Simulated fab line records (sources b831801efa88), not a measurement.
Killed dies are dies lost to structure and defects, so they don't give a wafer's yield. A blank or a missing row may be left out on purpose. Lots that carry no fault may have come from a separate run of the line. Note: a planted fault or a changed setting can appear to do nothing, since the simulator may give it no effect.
Which tool did it? | flow sky130 | 42 wafers from 14 lots sampled at 3 of the route's 708 steps

## WHAT THE GAUGES READ, wafer by wafer
SKY_POLY_GATE_CD_MEAS_13: target cd 150 nm.
lot  | measured     | on        | cd_nm (nm)
L349 | day 16 14:11 | cd_sem-01 | 148.4 148.8 148.3
L350 | day 16 14:26 | cd_sem-01 | 150.9 149.4 151.8
L353 | day 17 16:30 | cd_sem-02 | 150.9 150.9 152.3
L354 | day 18 12:00 | cd_sem-02 | 146.7 145.6 147.2
L358 | day 19 21:33 | cd_sem-01 | 148.7 150.2 149.5
L359 | day 20 07:18 | cd_sem-02 | 147.8 148.9 148.1
L362 | day 21 10:44 | cd_sem-02 | 149.0 147.5 149.0
L366 | day 22 18:09 | cd_sem-02 | 150.3 151.2 150.3
L367 | day 23 04:46 | cd_sem-01 | 149.0 149.5 149.4
L368 | day 23 11:55 | cd_sem-01 | 148.4 149.4 148.9
L369 | day 23 15:34 | cd_sem-02 | 150.5 148.7 149.2
L370 | day 23 21:36 | cd_sem-01 | 150.1 150.7 150.1
L371 | day 24 07:04 | cd_sem-01 | 148.8 148.0 149.5
L372 | day 24 15:07 | cd_sem-01 | 150.2 151.1 149.0

SKY_POLY_GATE_CD_MEAS_22.
lot  | measured     | on        | cd_nm (nm)
L349 | day 16 16:03 | cd_sem-02 | 156 152 152
L350 | day 16 16:23 | cd_sem-01 | 151 155 147
L353 | day 17 19:08 | cd_sem-01 | 150 151 152
L354 | day 18 14:51 | cd_sem-01 | 151 151 146
L358 | day 19 23:50 | cd_sem-02 | 153 147 156
L359 | day 20 09:25 | cd_sem-01 | 150 148 142
L362 | day 21 12:37 | cd_sem-02 | 150 150 148
L366 | day 22 20:01 | cd_sem-02 | 153 154 153
L367 | day 23 07:28 | cd_sem-02 | 149 146 147
L368 | day 23 13:53 | cd_sem-01 | 147 147 157
L369 | day 23 17:25 | cd_sem-01 | 148 150 150
L370 | day 23 23:29 | cd_sem-02 | 153 153 151
L371 | day 24 08:56 | cd_sem-02 | 151 147 146
L372 | day 24 17:32 | cd_sem-01 | 153 153 152

SKY_LDD_N_OVL_MEAS_07.
lot  | measured     | on         | LDD_N_OVL (nm)
L349 | day 17 20:55 | overlay-01 | -1.6 -1.9 -1.7
L350 | day 17 21:13 | overlay-01 | -0.7 -1.1 -3.4
L353 | day 19 00:34 | overlay-02 | -0.1 0.3 -0.4
L354 | day 19 21:51 | overlay-02 | -0.7 0.9 -0.2
L358 | day 21 05:49 | overlay-02 | 1.4 0.3 1.6
L359 | day 21 15:49 | overlay-02 | -2.8 -1.1 -1.5
L362 | day 22 19:10 | overlay-01 | 1.1 -0.9 -1.8
L366 | day 24 02:04 | overlay-02 | -0.4 -0.2 -1.1
L367 | day 24 13:52 | overlay-01 | 1.8 2.2 1.6
L368 | day 24 19:37 | overlay-01 | -1.5 -0.6 0.0
L369 | day 24 22:45 | overlay-01 | 0.1 -1.2 -3.1
L370 | day 25 04:47 | overlay-02 | -0.9 1.7 0.2
L371 | day 25 15:04 | overlay-02 | -0.6 -0.1 -2.8
L372 | day 25 23:17 | overlay-01 | 0.6 0.5 -2.0

## EACH LOT AND THE TOOL THAT RAN IT (in order: tool; ch and the chambers of the sampled wafers; start)
No process step before these readings appears in the record.

## WHAT THE TOOLS THEMSELVES READ (means of the sampled wafers that have a number; where no wafer has one, the mark that the record gives instead)
The record holds no such reading with a usual standard deviation.

## THE ANSWER, worked out from the rows above alone
Rule: the usual values come from the lots themselves. The widest of any qualifying gaps counts: lots, ordered by their means at a reading, are off when they make up no more than a third of the lots, leave a main group of 4 or more, and stand apart from it by 3 or more times the standard deviation of that group's means. A main group is skipped when, at the precision printed for the reading in the tables above, its means are all equal. Also off: a lot with no number at a reading for which 4 or more lots have one. Any other lot the step has rows for is counted as sound. After the gauges, taken in route order, come the tools' own readings; for these a lot's mean is taken, as printed above. The first step at which some lot is off is used, and at that step the reading that is off furthest; a lot without a number counts as furthest.
No lot is off on any of the readings shown, so nothing can be concluded from this.

## WHAT THE SIMULATOR PUT IN
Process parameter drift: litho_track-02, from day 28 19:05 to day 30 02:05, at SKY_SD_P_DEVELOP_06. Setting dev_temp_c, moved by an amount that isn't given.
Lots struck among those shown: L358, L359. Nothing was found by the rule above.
